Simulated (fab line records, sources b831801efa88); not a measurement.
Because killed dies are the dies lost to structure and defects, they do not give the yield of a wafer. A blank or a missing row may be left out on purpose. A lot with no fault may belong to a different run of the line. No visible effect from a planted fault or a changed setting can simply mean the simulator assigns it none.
fab line records    flow sky130
record lots=6  wafers=18  last-day=50
route steps=708 shown SPACER@306 POLY_CUT@307 PAD_OPEN@708
lots that met no fault: taken from a fault-free run of the same line
start-h: start of the lot's first displayed wafer, in hours after the record's first day    wait-h: how many hours have passed since the lot's step before this one    " as in the row above    L1.1+2: several wafers, shown together as one row    - value missing, or start not given    * or withheld: withheld    < > ~ a bound
route shown NAME@n: names a module that has steps shown in the file, with the first one's number in the route    usual: mean/standard deviation taken from wafers without a fault    same: alike in all rows    chamber/n: place in a boat    sites: readings site by site    _std_site: standard deviation across them    _edge_site: outer sites' mean less inner sites'    radius-mm: how far each site lies from the wafer's centre    mask NAME#n: copy n    behind: the tool/chamber that last shaped the wafer    hold: reason for holding the lot/hours on hold/outcome of the hold    device: which transistor (n, p or np) failed to switch    end of line: tests of these same wafers at the route's end    for a step that has no rows: nothing shown but its recipe    killed: at the first sort, the dies lost to defects and structure; wafer yield is something else    map: the dies of a wafer, with x for killed, . for not killed, _ for no die there
set.NAME: the setting that was run; set.NAME@STEP: the one run at that earlier step    model.NAME: the simulator's own value behind a step, which no gauge read
lots seen at some steps along the route; tables by step, rows by wafer
services: the hour from which a tool's chamber was out of use, counted from the record's first day as start-h (under 0 if before that day), plus the number of hours and why
## steps
# step SKY_SPACER_ETCHBACK_02
# recipe chemistry=CH3F/O2  target=Si3N4  stop-on=SiO2  source-w=400  bias-w=80  pressure-mtorr=25  ch3f-flow-sccm=40  O2_flow_sccm=30  time-s=46.7  target-depth-a=450
# usual bias-w=80.00/0.23  drypump-motor-current-A=5.7/0.48  oes-product-au=0.853/0.0061  throttle-valve-pct=10.562/0.009
lot.wafer  tool         chamber  start-h  wait-h  bias-w  drypump-motor-current-A  oes-product-au  rf-hours-counter-h  throttle-valve-pct
L638.2     rie-diel-02  0        535.00   0.0     80.13   6.5                      0.843           23                  10.559
L638.3     "            3        "        "       80.14   5.6                      0.851           23                  10.557
L638.5     "            1        "        "       80.32   5.4                      0.849           -                   10.561
L643.1     rie-diel-01  3        574.89   0.1     79.83   5.0                      0.843           1                   10.558
L643.2     "            1        "        "       80.11   5.2                      0.860           15                  10.566
L643.6     "            2        "        "       80.02   5.8                      0.859           -                   10.557
L652.4     rie-diel-01  1        647.48   0.0     79.44   5.2                      0.850           16                  10.557
L652.5     "            2        "        "       80.28   5.8                      0.863           -                   10.548
L652.6     "            3        "        "       80.15   5.0                      0.860           -                   10.558
L653.1     rie-diel-01  0        663.91   0.1     80.01   4.9                      0.860           10                  10.554
L653.2     "            2        "        "       79.76   5.8                      0.847           1                   10.554
L653.3     "            1        "        "       80.31   5.2                      0.844           17                  10.551
L659.3     rie-diel-01  3        698.94   0.0     80.03   5.0                      0.842           3                   10.565
L659.4     "            0        "        "       80.31   5.0                      0.849           11                  10.554
L659.6     "            1        "        "       80.00   5.2                      0.857           -                   10.554
L660.1     rie-diel-03  2        709.17   0.1     80.02   6.0                      0.853           48                  10.543
L660.2     "            3        "        "       79.79   6.1                      0.859           12                  10.571
L660.5     "            0        "        "       79.79   6.2                      0.857           -                   10.548
# step SKY_POLY_CUT_DEHYDRATE_00
# recipe temp-c=200  time-s=60
# step SKY_POLY_CUT_HMDS_01
# recipe prime-time-s=60  prime-temp-c=120
# step SKY_POLY_CUT_COAT_02
# recipe resist=BARC  temp-c=withheld  time-s=withheld  spin-rpm=3000  resist-thk-nm=60
# step SKY_POLY_CUT_COAT_03
# recipe resist=KrF-thick  spin-rpm=3000  resist-thk-nm=450
# step SKY_POLY_CUT_SOFTBAKE_04
# recipe temp-c=100  time-s=90  resist=KrF-thick
# step SKY_POLY_CUT_EXPOSE_05
# recipe mask-id=NPCM  na=0.8  source-shape=annular  sigma-inner=0.55  sigma-outer=0.85  target-cd-nm=270  dose-mj=32
# step SKY_POLY_CUT_PEB_06
# recipe peb-temp-c=withheld  peb-time-s=withheld  resist=KrF-thick
# step SKY_POLY_CUT_DEVELOP_07
# recipe develop-time-s=60  resist=KrF-thick  dev-temp-c=21
# step SKY_POLY_CUT_CD_MEAS_08
# recipe target-cd-nm=270
# usual cd-nm=270.4/1.5
lot.wafer  tool       chamber  start-h  wait-h  cd-nm
L638.2     cd-sem-02  -        564.76   -       269.1
L638.3     "          -        "        "       268.7
L638.5     "          -        "        "       268.7
L643.1     cd-sem-01  -        604.04   -       270.2
L643.2     "          -        "        "       269.9
L643.6     "          -        "        "       269.7
L652.4     cd-sem-01  -        674.95   -       269.3
L652.5     "          -        "        "       270.0
L652.6     "          -        "        "       269.4
L653.1     cd-sem-01  -        691.59   -       271.0
L653.2     "          -        "        "       271.6
L653.3     "          -        "        "       270.9
L659.3     cd-sem-02  -        726.93   -       273.2
L659.4     "          -        "        "       271.3
L659.6     "          -        "        "       272.3
L660.1     cd-sem-02  -        737.24   -       269.3
L660.2     "          -        "        "       269.7
L660.5     "          -        "        "       270.3
# step SKY_POLY_CUT_OVL_MEAS_09
# usual POLY_CUT_OVL=3/5
lot.wafer  tool        chamber  start-h  wait-h  POLY_CUT_OVL[nm]
L638.2     overlay-02  -        564.86   0.1     2
L638.3     "           -        "        "       -4
L638.5     "           -        "        "       -9
L643.1     overlay-02  -        604.16   0.1     2
L643.2     "           -        "        "       1
L643.6     "           -        "        "       0
L652.4     overlay-01  -        675.03   0.1     -8
L652.5     "           -        "        "       -7
L652.6     "           -        "        "       3
L653.1     overlay-01  -        691.71   0.1     4
L653.2     "           -        "        "       -2
L653.3     "           -        "        "       6
L659.3     overlay-01  -        727.02   0.1     0
L659.4     "           -        "        "       2
L659.6     "           -        "        "       0
L660.1     overlay-02  -        737.36   0.1     4
L660.2     "           -        "        "       -1
L660.5     "           -        "        "       0
# step SKY_POLY_CUT_ETCH_10
# recipe chemistry=N2/H2  target=BARC  ion-energy-ev=200  source-w=500  bias-w=100  pressure-mtorr=30  n2-flow-sccm=100  h2-flow-sccm=200  stop-on=SiO2  time-s=45.9  target-depth-a=600
# usual bias-w=100.0/0.32  chamber-pressure-mTorr=29.999/0.028  drypump-motor-current-A=5.9/0.36  oes-product-au=0.855/0.0051  throttle-valve-pct=13.224/0.0099
lot.wafer  tool         chamber  start-h  wait-h  bias-w  chamber-pressure-mTorr  drypump-motor-current-A  oes-product-au  rf-hours-counter-h  throttle-valve-pct
L638.2     rie-diel-04  3        564.89   0.0     100.2   30.034                  5.1                      0.861           35                  13.225
L638.3     "            2        "        "       99.8    30.024                  5.6                      0.850           0                   13.224
L638.5     "            3        "        "       100.2   30.059                  5.1                      0.855           -                   13.216
L643.1     rie-diel-04  2        604.19   0.0     99.8    30.041                  5.6                      0.855           1                   13.245
L643.2     "            1        "        "       100.0   29.997                  5.9                      0.852           17                  13.226
L643.6     "            1        "        "       100.0   30.028                  5.9                      0.848           -                   13.249
L652.4     rie-diel-03  1        675.04   0.0     99.5    29.972                  6.0                      0.864           9                   13.219
L652.5     "            0        "        "       99.7    29.977                  6.2                      0.853           -                   13.215
L652.6     "            1        "        "       99.3    29.949                  6.0                      0.854           -                   13.226
L653.1     rie-diel-03  0        691.74   0.0     99.2    29.984                  6.2                      0.858           1                   13.212
L653.2     "            1        "        "       100.1   30.019                  6.0                      0.851           9                   13.226
L653.3     "            2        "        "       99.6    30.028                  6.0                      0.852           48                  13.219
L659.3     rie-diel-03  3        727.04   0.0     100.3   30.015                  6.1                      0.859           13                  13.235
L659.4     "            3        "        "       100.2   29.984                  6.1                      0.849           -                   13.221
L659.6     "            0        "        "       99.4    29.974                  6.3                      0.858           -                   13.208
L660.1     rie-diel-02  2        737.39   0.0     99.5    30.026                  5.8                      0.849           12                  13.224
L660.2     "            3        "        "       100.5   30.025                  5.7                      0.855           27                  13.211
L660.5     "            3        "        "       100.2   30.043                  5.7                      0.855           -                   13.218
# step SKY_POLY_CUT_ETCH_11
# recipe target=Si3N4  chemistry=CF4/CH2F2/Ar  stop-on=poly-Si  source-w=600  bias-w=150  pressure-mtorr=40  cf4-flow-sccm=40  ch2f2-flow-sccm=20  Ar_flow_sccm=150  time-s=42.5  target-depth-a=600
# usual bias-w=150.0/0.45  cf4-flow-sccm=40.00/0.13  drypump-motor-current-A=5.9/0.36  oes-product-au=0.826/0.0066  throttle-valve-pct=14.994/0.0094
lot.wafer  tool         chamber  start-h  wait-h  bias-w  cf4-flow-sccm  drypump-motor-current-A  oes-product-au  rf-hours-counter-h  throttle-valve-pct
L638.2     rie-diel-04  3        564.94   0.0     150.1   39.82          5.1                      0.828           35                  14.987
L638.3     "            2        "        "       150.1   40.04          5.6                      0.823           0                   15.002
L638.5     "            3        "        "       149.9   39.90          5.0                      0.820           -                   14.980
L643.1     rie-diel-04  2        604.24   0.0     149.8   39.89          5.6                      0.830           1                   14.992
L643.2     "            1        "        "       150.6   40.19          5.9                      0.829           17                  15.004
L643.6     "            1        "        "       150.4   39.99          5.9                      0.837           -                   15.019
L652.4     rie-diel-03  1        675.09   0.0     149.5   40.03          6.0                      0.823           9                   14.998
L652.5     "            0        "        "       149.9   39.95          6.3                      0.821           -                   14.987
L652.6     "            1        "        "       149.1   40.04          6.0                      0.825           -                   14.995
L653.1     rie-diel-03  0        691.79   0.0     149.9   39.88          6.3                      0.825           1                   14.997
L653.2     "            1        "        "       150.8   40.06          6.0                      0.836           9                   14.990
L653.3     "            2        "        "       150.1   39.81          6.0                      0.828           48                  14.987
L659.3     rie-diel-03  3        727.09   0.0     -       -              -                        -               -                   -
L659.4     "            3        "        "       -       -              -                        -               -                   -
L659.6     "            0        "        "       -       -              -                        -               -                   -
L660.1     rie-diel-02  2        737.44   0.0     -       -              -                        -               -                   -
L660.2     "            3        "        "       -       -              -                        -               -                   -
L660.5     "            3        "        "       -       -              -                        -               -                   -
# step SKY_POLY_CUT_STRIP_12
# recipe chemistry=O2/N2  power-w=1400  pressure-mtorr=1500  platen-temp-c=withheld  o2-flow-sccm=3000  n2-flow-sccm=300  overash-fraction=0.5
# usual drypump-motor-current-A=5.86/0.24  oes-product-au=0.452/0.0042  strip-time-to-endpoint-s=5.360/0.019
lot.wafer  tool             chamber  start-h  wait-h  drypump-motor-current-A  oes-product-au  rf-hours-counter-h  strip-time-to-endpoint-s
L638.2     plasma-asher-01  1        564.98   0.0     6.01                     0.462           13                  5.386
L638.3     "                1        "        "       6.01                     0.454           -                   5.378
L638.5     "                0        "        "       5.46                     0.446           -                   5.386
L643.1     plasma-asher-01  1        604.28   0.0     5.99                     0.445           17                  5.362
L643.2     "                0        "        "       5.42                     0.448           17                  5.349
L643.6     "                0        "        "       5.44                     0.456           -                   5.349
L652.4     plasma-asher-01  0        675.16   0.1     5.41                     0.458           -                   5.379
L652.5     "                1        "        "       6.01                     0.457           -                   5.389
L652.6     "                0        "        "       5.41                     0.456           -                   5.378
L653.1     plasma-asher-04  0        691.83   0.0     5.73                     0.448           57                  5.352
L653.2     "                1        "        "       5.84                     0.450           57                  5.370
L653.3     "                0        "        "       5.69                     0.458           -                   5.340
L659.3     plasma-asher-01  1        727.16   0.1     6.00                     0.452           -                   5.329
L659.4     "                0        "        "       5.37                     0.458           -                   5.361
L659.6     "                0        "        "       5.39                     0.450           -                   5.335
L660.1     plasma-asher-04  1        737.48   0.0     5.85                     0.456           60                  5.312
L660.2     "                0        "        "       5.69                     0.457           60                  5.360
L660.5     "                1        "        "       5.85                     0.455           -                   5.351
# step SKY_PAD_OPEN_PROBE_99
# usual killed_at_M0_to_M3=44/7  killed_at_M4_up=3.1/1.8  killed-at-contacts=25/5.1  killed-at-front-end=15/4.3  killed-at-other=0.3/0.61  killed-dies=87/9.8  killed-on-rim=17/3.9  killed-open=48/7  killed-short=38/6.3
# same gross-dies=492  killed-at-back-side=0
lot.wafer  tool       chamber  start-h  wait-h  killed_at_M0_to_M3  killed_at_M4_up  killed-at-contacts  killed-at-front-end  killed-at-other  killed-dies  killed-on-rim  killed-open  killed-short
L638.2     prober-02  -        1080.55  0.1     39                  2                22                  11                   0                74           14             41           33
L638.3     prober-02  -        1080.60  0.2     46                  0                25                  18                   1                90           16             61           28
L638.5     prober-02  -        1080.70  0.2     51                  5                19                  17                   1                93           21             50           42
L643.1     prober-01  -        1105.61  0.1     36                  1                21                  19                   0                77           20             38           38
L643.2     prober-01  -        1105.66  0.1     22                  2                28                  18                   0                70           21             41           28
L643.6     prober-01  -        1105.86  0.2     45                  3                29                  9                    0                86           10             45           40
L652.4     prober-02  -        1154.69  0.2     40                  7                25                  13                   1                86           16             48           37
L652.5     prober-02  -        1154.74  0.2     56                  1                25                  22                   0                104          18             59           44
L652.6     prober-02  -        1154.79  0.2     37                  0                28                  11                   0                76           9              43           33
L653.1     prober-01  -        1163.04  0.1     41                  2                28                  17                   0                88           21             54           34
L653.2     prober-01  -        1163.09  0.1     45                  5                23                  14                   1                88           16             60           28
L653.3     prober-01  -        1163.14  0.2     46                  3                27                  13                   0                89           18             46           43
L659.3     prober-01  -        1189.72  0.2     42                  3                19                  428                  0                492          96             37           32
L659.4     prober-01  -        1189.77  0.2     55                  2                11                  424                  0                492          96             45           32
L659.6     prober-01  -        1189.87  0.2     54                  9                17                  412                  0                492          96             46           46
L660.1     prober-02  -        1193.69  0.1     45                  1                33                  412                  1                492          96             49           39
L660.2     prober-02  -        1193.74  0.1     38                  1                27                  425                  1                492          96             55           25
L660.5     prober-02  -        1193.89  0.2     44                  1                25                  421                  1                492          96             50           29
# killed by level:class
L638.2 VIA3:geometric-particle:open=10 METAL2:geometric-particle:short=8 CONTACT:geometric-particle:open=7 LI_CONTACT:geometric-particle:open=6 FIELD_ISO:geometric-particle:short=4 LI_CONTACT:geometric-particle:short=4 VIA1:geometric-particle:open=4 VIA2:geometric-particle:open=4
L638.3 CONTACT:geometric-particle:open=14 VIA2:geometric-particle:open=11 FIELD_ISO:geometric-particle:open=9 VIA1:geometric-particle:open=8 VIA3:geometric-particle:open=8 LOCAL_INTERCONNECT:geometric-particle:short=5 VIA3:geometric-particle:short=5 METAL1:geometric-particle:short=4
L638.5 VIA1:geometric-particle:open=9 VIA2:geometric-particle:open=8 LI_CONTACT:geometric-particle:open=7 VIA3:geometric-particle:open=7 METAL2:geometric-particle:short=6 VIA1:geometric-particle:short=6 FIELD_ISO:geometric-particle:open=5 FIELD_ISO:geometric-particle:short=5
L643.1 VIA3:geometric-particle:open=8 VIA3:geometric-particle:short=7 CONTACT:geometric-particle:open=7 VIA1:geometric-particle:open=7 FIELD_ISO:geometric-particle:short=5 LI_CONTACT:geometric-particle:open=5 CONTACT:geometric-particle:short=5 LOCAL_INTERCONNECT:geometric-particle:short=4
L643.2 CONTACT:geometric-particle:open=10 FIELD_ISO:geometric-particle:short=7 LI_CONTACT:geometric-particle:open=7 LOCAL_INTERCONNECT:geometric-particle:short=6 FIELD_ISO:geometric-particle:open=4 CONTACT:geometric-particle:short=4 VIA1:geometric-particle:open=4 VIA3:geometric-particle:open=4
L643.6 LI_CONTACT:geometric-particle:open=11 CONTACT:geometric-particle:open=8 METAL2:geometric-particle:short=8 VIA3:geometric-particle:open=7 CONTACT:geometric-particle:short=6 METAL1:geometric-particle:short=6 VIA1:geometric-particle:open=6 VIA2:geometric-particle:open=5
L652.4 CONTACT:geometric-particle:open=12 VIA1:geometric-particle:open=8 LI_CONTACT:geometric-particle:open=7 VIA2:geometric-particle:open=6 FIELD_ISO:geometric-particle:open=4 LOCAL_INTERCONNECT:geometric-particle:short=4 METAL3:geometric-particle:short=4 METAL1:geometric-particle:short=4
L652.5 VIA1:geometric-particle:open=14 FIELD_ISO:geometric-particle:open=8 LI_CONTACT:geometric-particle:open=8 CONTACT:geometric-particle:open=7 VIA1:geometric-particle:short=7 VIA3:geometric-particle:open=7 METAL1:geometric-particle:short=6 CONTACT:geometric-particle:short=5
L652.6 CONTACT:geometric-particle:open=12 LI_CONTACT:geometric-particle:open=9 VIA2:geometric-particle:open=7 METAL2:geometric-particle:short=6 METAL1:geometric-particle:short=6 VIA1:geometric-particle:open=6 LOCAL_INTERCONNECT:geometric-particle:short=5 FIELD_ISO:geometric-particle:open=3
L653.1 CONTACT:geometric-particle:open=15 VIA1:geometric-particle:open=10 FIELD_ISO:geometric-particle:open=7 METAL2:geometric-particle:short=7 LI_CONTACT:geometric-particle:open=6 LOCAL_INTERCONNECT:geometric-particle:short=5 VIA2:geometric-particle:open=5 METAL3:geometric-particle:short=5
L653.2 VIA1:geometric-particle:open=12 CONTACT:geometric-particle:open=11 VIA3:geometric-particle:open=9 VIA2:geometric-particle:open=7 FIELD_ISO:geometric-particle:open=6 METAL2:geometric-particle:short=5 POLY_GATE:geometric-particle:open=4 LI_CONTACT:geometric-particle:open=4
L653.3 VIA1:geometric-particle:open=11 VIA3:geometric-particle:open=7 CONTACT:geometric-particle:open=7 CONTACT:geometric-particle:short=6 LOCAL_INTERCONNECT:geometric-particle:short=5 METAL1:geometric-particle:short=5 VIA2:geometric-particle:open=5 FIELD_ISO:geometric-particle:open=4
L659.3 POLY_CUT:area-etch=423 VIA1:geometric-particle:open=12 LI_CONTACT:geometric-particle:open=10 VIA1:geometric-particle:short=6 VIA3:geometric-particle:open=6 METAL2:geometric-particle:short=5 METAL1:geometric-particle:short=4 VIA3:geometric-particle:short=3
L659.4 POLY_CUT:area-etch=415 VIA1:geometric-particle:open=14 VIA3:geometric-particle:open=8 METAL1:geometric-particle:short=7 CONTACT:geometric-particle:open=6 VIA2:geometric-particle:short=6 VIA2:geometric-particle:open=6 VIA1:geometric-particle:short=5
L659.6 POLY_CUT:area-etch=400 VIA3:geometric-particle:open=11 LI_CONTACT:geometric-particle:open=8 METAL1:geometric-particle:short=8 METAL2:geometric-particle:short=8 VIA2:geometric-particle:open=6 VIA1:geometric-particle:short=6 METAL4:geometric-particle:short=6
L660.1 POLY_CUT:area-etch=404 VIA1:geometric-particle:open=11 CONTACT:geometric-particle:open=10 LI_CONTACT:geometric-particle:open=8 VIA3:geometric-particle:open=7 LOCAL_INTERCONNECT:geometric-particle:short=6 CONTACT:geometric-particle:short=6 METAL3:geometric-particle:short=5
L660.2 POLY_CUT:area-etch=411 CONTACT:geometric-particle:open=18 VIA1:geometric-particle:open=8 VIA3:geometric-particle:open=7 FIELD_ISO:geometric-particle:open=6 LI_CONTACT:geometric-particle:open=6 METAL2:geometric-particle:short=5 METAL3:geometric-particle:short=4
L660.5 POLY_CUT:area-etch=413 VIA1:geometric-particle:open=17 CONTACT:geometric-particle:open=10 LI_CONTACT:geometric-particle:open=6 METAL1:geometric-particle:short=6 VIA2:geometric-particle:open=5 METAL2:geometric-particle:short=5 LOCAL_INTERCONNECT:geometric-particle:open=4
# map L659.3 (x killed, . not)
__________xxxxxxxxxx_________
________xxxxxxxxxxxxxx_______
______xxxxxxxxxxxxxxxxxx_____
_____xxxxxxxxxxxxxxxxxxxx____
____xxxxxxxxxxxxxxxxxxxxxx___
___xxxxxxxxxxxxxxxxxxxxxxxx__
__xxxxxxxxxxxxxxxxxxxxxxxxxx_
_xxxxxxxxxxxxxxxxxxxxxxxxxxxx
_xxxxxxxxxxxxxxxxxxxxxxxxxxxx
_xxxxxxxxxxxxxxxxxxxxxxxxxxxx
_xxxxxxxxxxxxxxxxxxxxxxxxxxxx
_xxxxxxxxxxxxxxxxxxxxxxxxxxxx
_xxxxxxxxxxxxxxxxxxxxxxxxxxxx
_xxxxxxxxxxxxxxxxxxxxxxxxxxxx
_xxxxxxxxxxxxxxxxxxxxxxxxxxxx
__xxxxxxxxxxxxxxxxxxxxxxxxxx_
___xxxxxxxxxxxxxxxxxxxxxxxx__
____xxxxxxxxxxxxxxxxxxxxxx___
_____xxxxxxxxxxxxxxxxxxxx____
______xxxxxxxxxxxxxxxxxx_____
________xxxxxxxxxxxxxx_______
__________xxxxxxxxxx_________
# map L660.1 (x killed, . not)
__________xxxxxxxxxx_________
________xxxxxxxxxxxxxx_______
______xxxxxxxxxxxxxxxxxx_____
_____xxxxxxxxxxxxxxxxxxxx____
____xxxxxxxxxxxxxxxxxxxxxx___
___xxxxxxxxxxxxxxxxxxxxxxxx__
__xxxxxxxxxxxxxxxxxxxxxxxxxx_
_xxxxxxxxxxxxxxxxxxxxxxxxxxxx
_xxxxxxxxxxxxxxxxxxxxxxxxxxxx
_xxxxxxxxxxxxxxxxxxxxxxxxxxxx
_xxxxxxxxxxxxxxxxxxxxxxxxxxxx
_xxxxxxxxxxxxxxxxxxxxxxxxxxxx
_xxxxxxxxxxxxxxxxxxxxxxxxxxxx
_xxxxxxxxxxxxxxxxxxxxxxxxxxxx
_xxxxxxxxxxxxxxxxxxxxxxxxxxxx
__xxxxxxxxxxxxxxxxxxxxxxxxxx_
___xxxxxxxxxxxxxxxxxxxxxxxx__
____xxxxxxxxxxxxxxxxxxxxxx___
_____xxxxxxxxxxxxxxxxxxxx____
______xxxxxxxxxxxxxxxxxx_____
________xxxxxxxxxxxxxx_______
__________xxxxxxxxxx_________
## services
tool             chamber  start-h  hours  kind
rie-diel-04      1        514.48   5.9    repair
rie-diel-03      0        534.64   8.3    repair
rie-diel-02      -        564.69   2.8    pm
rie-diel-01      3        567.68   4.2    repair
rie-diel-03      0        595.95   -      clean
rie-diel-03      0        595.95   37.5   scheduled-down
rie-diel-03      0        595.95   37.5   vent-cycle
rie-diel-01      2        597.04   1.4    repair
rie-diel-02      -        601.68   14.6   pm
plasma-asher-04  -        605.54   0.7    repair
rie-diel-01      -        618.49   3.7    repair
rie-diel-01      2        622.17   -      clean
rie-diel-01      2        622.17   12.1   scheduled-down
rie-diel-01      2        622.17   12.1   vent-cycle
plasma-asher-01  -        639.65   0.9    repair
rie-diel-02      2        642.89   1.7    repair
rie-diel-03      1        651.53   5.1    repair
rie-diel-03      -        660.29   4.3    pm
rie-diel-02      -        668.11   10.0   pm
rie-diel-04      -        679.77   0.2    repair
rie-diel-04      2        688.11   2.5    repair
rie-diel-04      0        693.84   6.4    repair
plasma-asher-04  -        707.38   15.6   pm
rie-diel-03      2        714.51   40.5   repair
## key
first-sign step=SKY_POLY_CUT_ETCH_11  reading=tool-record  direction=missing
effect step=SKY_PAD_OPEN_PROBE_99  reading=killed-at-front-end  direction=up  sigmas=94  usual=15  struck=420
more-kills-born-at SKY_POLY_CUT_ETCH_11@rie-diel-03=1238  SKY_POLY_CUT_ETCH_11@rie-diel-02=1228
met-at SKY_POLY_CUT_ETCH_11
struck-wafers L659.3,L659.4,L659.6,L660.1,L660.2,L660.5
later-rows-left-out L659.3,L659.4,L659.6,L660.1,L660.2,L660.5
tester-left-out L659,L660
onset-between 691.79 727.09
fault kind=skipped-step-whole  tool=rie-diel-02,rie-diel-03  chamber=-  onset-h=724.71  steps=SKY_POLY_CUT_ETCH_11  scope=struck-lots-only
# tester-left-out: of these lots the tester's yield and bins aren't shown, on N5 and GAA mostly nor the transistor test; their killed dies are dies lost to structure and defects alone, not to doping, threshold or leakage, so they don't give the yield
# later-rows-left-out: the simulator's readings of these wafers behind a module that went badly wrong aren't trusted and aren't shown, but for the sort
